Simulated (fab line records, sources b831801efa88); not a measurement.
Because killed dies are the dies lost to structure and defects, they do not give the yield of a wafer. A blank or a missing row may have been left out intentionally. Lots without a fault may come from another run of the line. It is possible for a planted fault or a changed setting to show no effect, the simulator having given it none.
Which tool was responsible?    flow gf180mcu    39 wafers from 13 lots sampled at 4 of the route's 602 steps

## WHAT EACH GAUGE READ, for each wafer
GF_VT_IMPLANT_OVL_MEAS_07. Usual: for VT_IMPLANT_OVL the level is 0.3 nm and the standard deviation is 1.2.
lot   measured      on          VT_IMPLANT_OVL (nm)  flag
L400  day 5 15:37   overlay-01  0.9 -0.1 0.7         
L401  day 5 20:56   overlay-01  -0.6 -0.5 -1.3       
L405  day 6 23:31   overlay-02  -1.4 -0.2 0.5        
L406  day 7 01:38   overlay-02  -0.6 0.6 0.3         
L407  day 7 10:25   overlay-01  -1.7 1.5 -0.6        
L410  day 8 11:28   overlay-01  0.1 0.4 1.0          
L412  day 8 18:23   overlay-02  2.0 -1.2 0.5         
L413  day 9 00:13   overlay-01  -1.0 -1.0 0.8        
L414  day 9 05:46   overlay-02  -0.4 -0.2 0.1        
L417  day 10 01:04  overlay-01  -1.2 1.8 0.4         
L419  day 10 11:34  overlay-02  -0.6 -0.2 0.5        
L421  day 11 01:53  overlay-01  -1.4 0.3 -1.2        
L423  day 11 17:46  overlay-01  1.3 0.5 -0.1         

GF_POLY_GATE_THK_MEAS_01. Usual: for POLY_GATE_CVD_00_THK the level is 201.0 nm and the standard deviation is 2.
lot   measured      on             POLY_GATE_CVD_00_THK (nm)  flag
L400  day 8 08:53   film_metro-03  200.9 202.4 203.7          
L401  day 8 17:14   film_metro-01  198.8 199.1 200.2          
L405  day 9 23:22   film_metro-04  202.7 200.2 201.7          
L406  day 10 00:46  film_metro-03  200.7 200.1 201.3          
L407  day 10 11:47  film_metro-01  201.6 202.1 203.4          
L410  day 11 16:29  film_metro-01  199.8 202.7 202.4          
L412  day 12 01:32  film_metro-04  201.3 201.5 200.3          
L413  day 12 06:14  film_metro-04  200.9 200.6 200.9          
L414  day 12 12:58  film_metro-03  201.3 202.2 200.7          
L417  day 13 10:51  film_metro-03  200.5 199.0 199.3          
L419  day 14 01:54  film_metro-01  205.0 204.7 204.3          
L421  day 14 17:56  film_metro-01  202.0 200.5 201.2          
L423  day 15 09:50  film_metro-01  202.1 202.0 202.0          

## WHAT TOOL EACH LOT RAN ON (gives the tool, then ch and the chambers of the sampled wafers, and finally the start)
lot   GF_STI_STRIP_15                      GF_MVPSD_STRIP_10
L400  plasma_asher-03 ch 0,1, day 2 01:53  plasma_asher-01 ch 0,1, day 5 01:48
L401  plasma_asher-01 ch 0,1, day 2 07:17  plasma_asher-03 ch 0,1, day 5 06:14
L405  plasma_asher-04 ch 0,1, day 3 03:20  plasma_asher-01 ch 0,1, day 6 07:56
L406  plasma_asher-03 ch 0,1, day 3 08:40  plasma_asher-01 ch 0,1, day 6 10:30
L407  plasma_asher-01 ch 0,1, day 3 13:53  plasma_asher-01 ch 0,1, day 6 19:24
L410  plasma_asher-04 ch 0,1, day 4 09:08  plasma_asher-01 ch 0,1, day 7 18:45
L412  plasma_asher-04 ch 0,1, day 4 14:22  plasma_asher-02 ch 0,1, day 8 01:52
L413  plasma_asher-03 ch 0,1, day 4 20:17  plasma_asher-02 ch 0,1, day 8 08:42
L414  plasma_asher-01 ch 1, day 5 02:56    plasma_asher-03 ch 1, day 8 12:45
L417  plasma_asher-03 ch 0,1, day 5 17:14  plasma_asher-03 ch 0,1, day 9 07:20
L419  plasma_asher-01 ch 0,1, day 6 04:35  plasma_asher-02 ch 0,1, day 9 17:51
L421  plasma_asher-04 ch 0,1, day 6 15:29  plasma_asher-03 ch 0,1, day 10 08:08
L423  plasma_asher-03 ch 0,1, day 7 00:44  plasma_asher-03 ch 0,1, day 10 23:03
- GF_STI_STRIP_15: strips in O2/N2.
- GF_MVPSD_STRIP_10: strips in O2/N2.

## WHAT THE TOOLS THEMSELVES READ (means of the sampled wafers that have a number; where no wafer has one, the mark that the record gives instead)
GF_STI_STRIP_15. Usual: chamber_pressure_mTorr 1500.1 mTorr, standard deviation 1.4; drypump_motor_current_A 5.9 A, standard deviation 0.61; heater_power_w 320 W, standard deviation 33; oes_product_au 0.384 a.u., standard deviation 0.0047; strip_time_to_endpoint_s 3.74 s, standard deviation 0.037.
lot   tool             chamber_pressure_mTorr (mTorr)  drypump_motor_current_A (A)  heater_power_w (W)  oes_product_au (a.u.)  strip_time_to_endpoint_s (s)  flag
L400  plasma_asher-03  1499.7                          6.1                          341                 0.385                  3.75                          
L401  plasma_asher-01  1497.6                          6.1                          281                 0.380                  3.69                          
L405  plasma_asher-04  1500.1                          6.0                          348                 0.380                  3.69                          
L406  plasma_asher-03  1499.3                          6.2                          341                 0.391                  3.74                          
L407  plasma_asher-01  1500.6                          6.1                          286                 0.384                  3.78                          
L410  plasma_asher-04  1502.3                          6.0                          350                 0.382                  3.70                          
L412  plasma_asher-04  1499.5                          6.0                          354                 0.385                  3.70                          
L413  plasma_asher-03  1499.9                          5.7                          336                 0.382                  3.77                          
L414  plasma_asher-01  1499.8                          6.5                          278                 0.381                  3.75                          
L417  plasma_asher-03  1498.9                          6.2                          339                 0.387                  3.78                          
L419  plasma_asher-01  1499.6                          6.1                          279                 0.382                  3.74                          
L421  plasma_asher-04  1500.6                          5.6                          357                 0.384                  3.72                          
L423  plasma_asher-03  1500.4                          6.1                          342                 0.383                  3.78                          

GF_MVPSD_STRIP_10. Usual: chamber_pressure_mTorr 1499.9 mTorr, standard deviation 1.5; drypump_motor_current_A 5.9 A, standard deviation 0.59; heater_power_w 312 W, standard deviation 28; oes_product_au 0.723 a.u., standard deviation 0.0045; strip_time_to_endpoint_s 36.97 s, standard deviation 0.09.
lot   tool             chamber_pressure_mTorr (mTorr)  drypump_motor_current_A (A)  heater_power_w (W)  oes_product_au (a.u.)  strip_time_to_endpoint_s (s)  flag
L400  plasma_asher-01  1499.4                          6.1                          279                 0.724                  36.91                         
L401  plasma_asher-03  1500.8                          5.7                          339                 0.722                  37.02                         
L405  plasma_asher-01  1501.8                          6.1                          279                 0.722                  37.06                         
L406  plasma_asher-01  1499.1                          6.1                          279                 0.726                  36.94                         
L407  plasma_asher-01  1400.2                          5.7                          284                 0.705                  37.87                         OFF
L410  plasma_asher-01  1298.8                          6.1                          284                 0.699                  38.89                         OFF
L412  plasma_asher-02  1500.2                          5.6                          316                 0.724                  36.89                         
L413  plasma_asher-02  1500.0                          5.7                          316                 0.723                  36.94                         
L414  plasma_asher-03  1499.6                          5.2                          325                 0.725                  36.93                         
L417  plasma_asher-03  1498.4                          6.1                          349                 0.724                  36.99                         
L419  plasma_asher-02  1499.4                          5.7                          318                 0.718                  36.80                         
L421  plasma_asher-03  1499.3                          5.7                          331                 0.720                  36.89                         
L423  plasma_asher-03  1499.7                          5.7                          333                 0.725                  37.00                         

## THE ANSWER, worked out from the rows above alone
Rule: a lot is off if the mean of its wafers that have a number lies more than 3 standard deviations from the usual mean. A lot without any number at a reading at which 4 lots or more have one is off too. The other lots that the step has rows for count as sound. First the gauges in route order, then the tools' own readings, where a lot's mean is used as printed above. At the first step where some lot is off, the reading lying furthest off is the one used; lots without a number count as furthest.
Off at GF_MVPSD_STRIP_10 (chamber_pressure_mTorr): L407, L410.
A tool fits if, at that step or a process step before it, it ran every lot that is off, and no sound lot after the first of them. One candidate fits, namely plasma_asher-01 at GF_MVPSD_STRIP_10. Its last sound lot is L406 (day 6 10:30), its first lot that is off L407 (day 6 19:24): a fault that began between those two fits.
The tool's own readings at GF_MVPSD_STRIP_10 bear it out: on the lots that are off they differ by more than 5 times the standard deviation of the sound lots' means. chamber_pressure_mTorr reads 1349.5 mTorr there against 1499.8 mTorr on the sound lots; oes_product_au reads 0.702 a.u. there against 0.723 a.u. on the sound lots; strip_time_to_endpoint_s reads 38.38 s there against 36.94 s on the sound lots.

## WHAT THE SIMULATOR HAD PUT IN
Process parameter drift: plasma_asher-01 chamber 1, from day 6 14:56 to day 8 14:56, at GF_MVPSD_STRIP_10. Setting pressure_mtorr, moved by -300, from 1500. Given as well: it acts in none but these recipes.
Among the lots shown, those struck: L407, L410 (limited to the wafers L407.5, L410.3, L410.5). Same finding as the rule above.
